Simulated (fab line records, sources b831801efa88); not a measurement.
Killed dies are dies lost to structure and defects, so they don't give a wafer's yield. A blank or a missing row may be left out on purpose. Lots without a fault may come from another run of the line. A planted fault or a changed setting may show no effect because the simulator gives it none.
A struck lot beside a sound one | flow sky130 | 16 steps out of a route of 708
Sound: wafers L337.1, L337.4, L337.5. Struck: wafers L347.2, L347.4, L347.5. The cause comes at the end.
At each step with rows: each side's tool, then ch and its chambers, then its first start. Under that, the readings that differ: sound wafers | struck wafers | difference of the means | sigmas: that difference in standard deviations of wafers without a fault.
alike: readings whose means differ by less than 2 such deviations, and words and numbers that are the same on both sides. not compared: withheld readings, readings that some wafer has no value for, bounds like >300 that may hide the same value, and numbers for which the record gives no deviation and whose values overlap.
The two part at a step that has a row with sigmas, a row that says differs or no value, or rows on one side only. Numbers that don't overlap but have no deviation are shown without sigmas and don't part them. A reading that every wafer of one side lacks parts them only if that side has two wafers or more.

SKY_LDD_HVP_TW_MEAS_10:
  sound on film_metro-02, day 21 17:49; struck on film_metro-04, day 25 12:51
  alike: LDD_HVP_TW
then, 7 steps without rows for these wafers: SKY_LDD_LDN_DEHYDRATE_00 (time 60 s); SKY_LDD_LDN_HMDS_01 (prime time 60 s); SKY_LDD_LDN_COAT_02 (resist thk 1140 nm); SKY_LDD_LDN_SOFTBAKE_03 (time 60 s); SKY_LDD_LDN_EXPOSE_04 (exposes mask LDNTM, target cd 700 nm); SKY_LDD_LDN_PEB_05; SKY_LDD_LDN_DEVELOP_06 (develop time 60 s).
SKY_LDD_LDN_OVL_MEAS_07:
  sound on overlay-02, day 22 23:54; struck on overlay-02, day 26 18:10
  alike: LDD_LDN_OVL
then, 3 steps without rows for these wafers: SKY_LDD_LDN_IMPLANT_08; SKY_LDD_LDN_IMPLANT_09; SKY_LDD_LDN_IMPLANT_10.
SKY_LDD_LDN_IMPLANT_11:
  sound on implanter-02 ch 0, day 23 00:23; struck on implanter-03, day 26 18:40
  no value came back on the struck wafers for beam_energy_keV, beam_on_s (s), end_station_pressure_torr (Torr), rotation_deg (degrees); on the sound wafers beam_energy_keV reads 15.003 14.996 15.000
SKY_LDD_LDN_STRIP_12: strips in O2/N2.
  sound on plasma_asher-04 ch 0, day 23 00:32; struck on plasma_asher-03 ch 0,1, day 26 18:47
  alike: drypump_motor_current_A, oes_product_au, strip_time_to_endpoint_s
  not compared: rf_hours_counter_h
SKY_LDD_LDN_TW_MEAS_13:
  sound on film_metro-01, day 23 00:38; struck on film_metro-01, day 26 18:54
  reading    | sound          | struck         | difference | sigmas
  LDD_LDN_TW | 1464 1456 1459 | 1335 1338 1335 | -124       | -13
then, 1 step without rows for these wafers: SKY_LDD_LDN_CLEAN_14 (cleans in SC1/SC2, time 150 s).

WHERE THEY PART
First at SKY_LDD_LDN_IMPLANT_11; last, within this record, at SKY_LDD_LDN_TW_MEAS_13.

WHY: what the simulator had put in
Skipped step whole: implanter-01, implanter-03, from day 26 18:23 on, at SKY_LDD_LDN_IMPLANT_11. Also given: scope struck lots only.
